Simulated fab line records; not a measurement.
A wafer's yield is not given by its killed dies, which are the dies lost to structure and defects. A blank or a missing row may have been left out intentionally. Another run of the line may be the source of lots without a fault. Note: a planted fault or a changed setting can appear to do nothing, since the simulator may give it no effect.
Matching of chambers / flow sky130 / SKY_VIA2_ETCH_15 on rie-diel-02: 4 sister chambers
The step etches SiO2 in C4F8/O2/Ar, stops on TiN, target depth 546 nm, time 84 s. 14 wafers are shown with their chamber, then 7 later ones without.

== WAFERS, EACH WITH ITS CHAMBER ==
wafer=L673.2; chamber=0; bias-w (W)=1198; oes-product-au (a.u.)=0.937; chamber-pressure-mTorr (mTorr)=40.01
wafer=L673.4; chamber=2; bias-w (W)=1200; oes-product-au (a.u.)=0.940; chamber-pressure-mTorr (mTorr)=40.04
wafer=L673.5; chamber=2; bias-w (W)=1200; oes-product-au (a.u.)=0.940; chamber-pressure-mTorr (mTorr)=39.91
wafer=L684.2; chamber=2; bias-w (W)=1204; oes-product-au (a.u.)=0.928; chamber-pressure-mTorr (mTorr)=40.00
wafer=L684.3; chamber=3; bias-w (W)=1206; oes-product-au (a.u.)=0.945; chamber-pressure-mTorr (mTorr)=40.02
wafer=L684.4; chamber=0; bias-w (W)=1198; oes-product-au (a.u.)=0.941; chamber-pressure-mTorr (mTorr)=40.05
wafer=L688.2; chamber=1; bias-w (W)=1205; oes-product-au (a.u.)=0.935; chamber-pressure-mTorr (mTorr)=40.01
wafer=L688.4; chamber=2; bias-w (W)=1206; oes-product-au (a.u.)=0.946; chamber-pressure-mTorr (mTorr)=40.03
wafer=L688.5; chamber=0; bias-w (W)=1193; oes-product-au (a.u.)=0.939; chamber-pressure-mTorr (mTorr)=39.93
wafer=L691.1; chamber=3; bias-w (W)=1199; oes-product-au (a.u.)=0.941; chamber-pressure-mTorr (mTorr)=39.98
wafer=L691.3; chamber=2; bias-w (W)=1197; oes-product-au (a.u.)=0.943; chamber-pressure-mTorr (mTorr)=39.93
wafer=L691.4; chamber=0; bias-w (W)=1199; oes-product-au (a.u.)=0.944; chamber-pressure-mTorr (mTorr)=40.01
wafer=L693.1; chamber=2; bias-w (W)=1200; oes-product-au (a.u.)=0.938; chamber-pressure-mTorr (mTorr)=40.00
wafer=L693.2; chamber=0; bias-w (W)=1197; oes-product-au (a.u.)=0.936; chamber-pressure-mTorr (mTorr)=39.94

SIGNATURES (averages over the wafers above)
reading=bias-w; chamber 0=1197.00; chamber 1=1205.00; chamber 2=1201.17; chamber 3=1202.50; scatter within a chamber=3.15
reading=oes-product-au; chamber 0=0.93940; chamber 1=0.93500; chamber 2=0.93917; chamber 3=0.94300; scatter within a chamber=0.00488
reading=chamber-pressure-mTorr; chamber 0=39.9880; chamber 1=40.0100; chamber 2=39.9850; chamber 3=40.0000; scatter within a chamber=0.0504
Rule: distance of a wafer from a chamber = root of the sum over the readings of ((wafer's reading minus chamber's mean) / reading's scatter) squared. If the next closest chamber is less than 2 further off than the closest, the wafer can't be placed; otherwise it belongs to the closest. The scatter: the root of (the sum of the squares of (reading less its chamber's mean) over the shown wafers, divided by (wafers less chambers)).

== WAFERS WITHOUT THEIR CHAMBER ==
wafer=L693.6; bias-w (W)=1196; oes-product-au (a.u.)=0.940; chamber-pressure-mTorr (mTorr)=40.00
wafer=L689.3; bias-w (W)=1200; oes-product-au (a.u.)=0.944; chamber-pressure-mTorr (mTorr)=39.94
wafer=L689.4; bias-w (W)=1197; oes-product-au (a.u.)=0.939; chamber-pressure-mTorr (mTorr)=39.98
wafer=L689.5; bias-w (W)=1204; oes-product-au (a.u.)=0.944; chamber-pressure-mTorr (mTorr)=39.96
wafer=L694.2; bias-w (W)=1194; oes-product-au (a.u.)=0.942; chamber-pressure-mTorr (mTorr)=39.97
wafer=L694.3; bias-w (W)=1199; oes-product-au (a.u.)=0.935; chamber-pressure-mTorr (mTorr)=39.99
wafer=L694.5; bias-w (W)=1193; oes-product-au (a.u.)=0.939; chamber-pressure-mTorr (mTorr)=39.98

== WHICH CHAMBER EACH ONE RAN IN ==
wafer=L693.6; from the rows above=can't be placed: 0 or 2 or 3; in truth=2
wafer=L689.3; from the rows above=can't be placed: 2 or 3 or 0 or 1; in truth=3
wafer=L689.4; from the rows above=can't be placed: 0 or 2 or 3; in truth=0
wafer=L689.5; from the rows above=can't be placed: 3 or 2 or 1 or 0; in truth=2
wafer=L694.2; from the rows above=can't be placed: 0 or 2 or 3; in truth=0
wafer=L694.3; from the rows above=can't be placed: 2 or 0 or 1 or 3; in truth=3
wafer=L694.5; from the rows above=can't be placed: 0 or 2 or 3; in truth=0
Correct placement for 0 of the 7. Not placeable from these rows: 7 (in 7, the candidates include the true chamber). Number placed wrongly: 0.
